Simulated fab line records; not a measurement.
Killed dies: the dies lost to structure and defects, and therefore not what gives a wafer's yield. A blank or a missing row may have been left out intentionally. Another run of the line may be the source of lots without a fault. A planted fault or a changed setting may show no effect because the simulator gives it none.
The same fault as seen by 2 desks :: flow sky130 :: every desk sees just its own numbers, and what lay behind them comes last

## THE METROLOGY DESK
What the gauges read for every lot (on any tool): the sampled wafers with a number, averaged. Marked OUT: a lot whose mean sits more than 4 standard deviations from the usual mean, which makes it out of limits; the brackets give that distance.
Columns: A = cd nm at SKY_VIA1_CD_MEAS_12, usual 150.0 nm
lot: L706
first seen here: day 34 02:40
A: 150.5

lot: L710
first seen here: day 35 09:24
A: 149.6

lot: L712
first seen here: day 36 08:10
A: 148.1

lot: L714
first seen here: day 36 18:07
A: 150.2

lot: L720
first seen here: day 38 08:48
A: 149.9

lot: L722
first seen here: day 38 20:58
A: 148.8

lot: L723
first seen here: day 39 06:58
A: 149.5

lot: L724
first seen here: day 39 15:59
A: 148.8

lot: L725
first seen here: day 40 00:14
A: 148.2

lot: L726
first seen here: day 40 00:46
A: 151.6

lot: L727
first seen here: day 40 10:10
A: 152.1

lot: L729
first seen here: day 40 21:55
A: 151.0
This desk's finding: nothing out of limits on any of the 12 lots.

## TOOL OWNER'S DESK, pvd sputter-01
The tool's own readings at SKY_METAL1_SPUTTER_03 (material Ti, target thk 5 nm, time 3.3 s): means of the sampled wafers that have a number, for each lot that ran on this tool. Marked OUT: a lot whose mean sits more than 4 standard deviations from the usual mean, which makes it out of limits; the brackets give that distance.
Columns: A = cathode dc power W at SKY_METAL1_SPUTTER_03, usual 3000.0 W; B = chamber pressure pa at SKY_METAL1_SPUTTER_03, usual 0.4000 Pa; C = throttle valve pct at SKY_METAL1_SPUTTER_03, usual 30.4 %
lot: L706
first seen here: day 31 20:26
A: 2999.4
B: 0.3996
C: 29.7

lot: L710
first seen here: day 33 03:13
A: 2999.8
B: 0.4004
C: 31.3

lot: L712
first seen here: day 34 01:06
A: 3000.3
B: 0.4002
C: 30.8

lot: L714
first seen here: day 34 11:44
A: 3000.4
B: 0.3998
C: 30.3

lot: L725
first seen here: day 37 19:55
A: 3000.6
B: 0.3994
C: 30.2

lot: L727
first seen here: day 38 05:55
A: 2999.8
B: 0.4003
C: 31.1
This desk's finding: nothing out of limits on any of the 6 lots.

## BROUGHT TOGETHER
The metrology desk saw nothing out of limits.
The tool owner's desk saw nothing out of limits.

## WHAT WAS PUT IN BY THE SIMULATOR
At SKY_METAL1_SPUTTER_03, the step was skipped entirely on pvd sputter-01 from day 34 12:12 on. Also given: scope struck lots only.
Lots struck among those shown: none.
